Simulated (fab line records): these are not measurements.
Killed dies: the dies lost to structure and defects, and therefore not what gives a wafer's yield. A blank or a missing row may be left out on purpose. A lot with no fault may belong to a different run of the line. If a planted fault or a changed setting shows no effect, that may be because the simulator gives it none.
Chamber matching :: flow sky130 :: 4 sister chambers for SKY_FIELD_ISO_ETCH_17 on rie si-01
The step etches Si in HBr/Cl2/O2, target depth 342 nm, time 97.7 s. 7 wafers are shown with their chamber, then 10 later ones without.

== WAFERS PAIRED WITH THEIR CHAMBERS ==
wafer: L078.3
chamber: 3
he backside leak sccm (sccm): 3.13
bias w (W): 149.2

wafer: L080.3
chamber: 2
he backside leak sccm (sccm): 3.50
bias w (W): 149.5

wafer: L082.2
chamber: 2
he backside leak sccm (sccm): 3.06
bias w (W): 149.8

wafer: L085.4
chamber: 1
he backside leak sccm (sccm): 2.53
bias w (W): 150.1

wafer: L085.5
chamber: 0
he backside leak sccm (sccm): 2.81
bias w (W): 149.8

wafer: L086.1
chamber: 1
he backside leak sccm (sccm): 2.38
bias w (W): 150.2

wafer: L086.2
chamber: 0
he backside leak sccm (sccm): 2.94
bias w (W): 150.0

== WAFERS WITH NO CHAMBER GIVEN ==
wafer: L086.6
he backside leak sccm (sccm): 2.39
bias w (W): 150.0

wafer: L089.3
he backside leak sccm (sccm): 2.95
bias w (W): 150.1

wafer: L089.5
he backside leak sccm (sccm): 2.78
bias w (W): 150.5

wafer: L089.6
he backside leak sccm (sccm): 2.51
bias w (W): 150.0

wafer: L091.1
he backside leak sccm (sccm): 2.85
bias w (W): 150.3

wafer: L091.4
he backside leak sccm (sccm): 2.51
bias w (W): 149.5

wafer: L091.5
he backside leak sccm (sccm): 2.77
bias w (W): 150.0

wafer: L097.3
he backside leak sccm (sccm): 2.87
bias w (W): 149.3

wafer: L097.5
he backside leak sccm (sccm): 3.12
bias w (W): 150.2

wafer: L097.6
he backside leak sccm (sccm): 2.41
bias w (W): 150.8

== WHICH CHAMBER EACH WENT THROUGH ==
wafer: L086.6
from the rows above: can't be placed: 1 or 0
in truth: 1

wafer: L089.3
from the rows above: can't be placed: 0 or 1
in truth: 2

wafer: L089.5
from the rows above: can't be placed: 1 or 0
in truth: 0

wafer: L089.6
from the rows above: can't be placed: 1 or 0
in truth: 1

wafer: L091.1
from the rows above: can't be placed: 1 or 0
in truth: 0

wafer: L091.4
from the rows above: can't be placed: 0 or 3 or 2 or 1
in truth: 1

wafer: L091.5
from the rows above: can't be placed: 0 or 1
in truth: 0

wafer: L097.3
from the rows above: can't be placed: 3 or 2
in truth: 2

wafer: L097.5
from the rows above: can't be placed: 0 or 1 or 2
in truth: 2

wafer: L097.6
from the rows above: 1
in truth: 1
1 of 10 placed correctly. Can't be placed from these rows: 9 (the true chamber is among the candidates in 8). Placed wrongly: 0.
How it was worked out, from the rows above alone: a wafer's distance from a chamber is the root of the sum, over the readings, of the square of ((its reading less the chamber's mean) divided by the reading's scatter). The wafer belongs to the nearest chamber; if the next one is less than 2 further off, it can't be placed. A chamber's mean is the mean of its shown wafers. The scatter: the root of (the sum of the squares of (reading less its chamber's mean) over the shown wafers, divided by (wafers less chambers)).
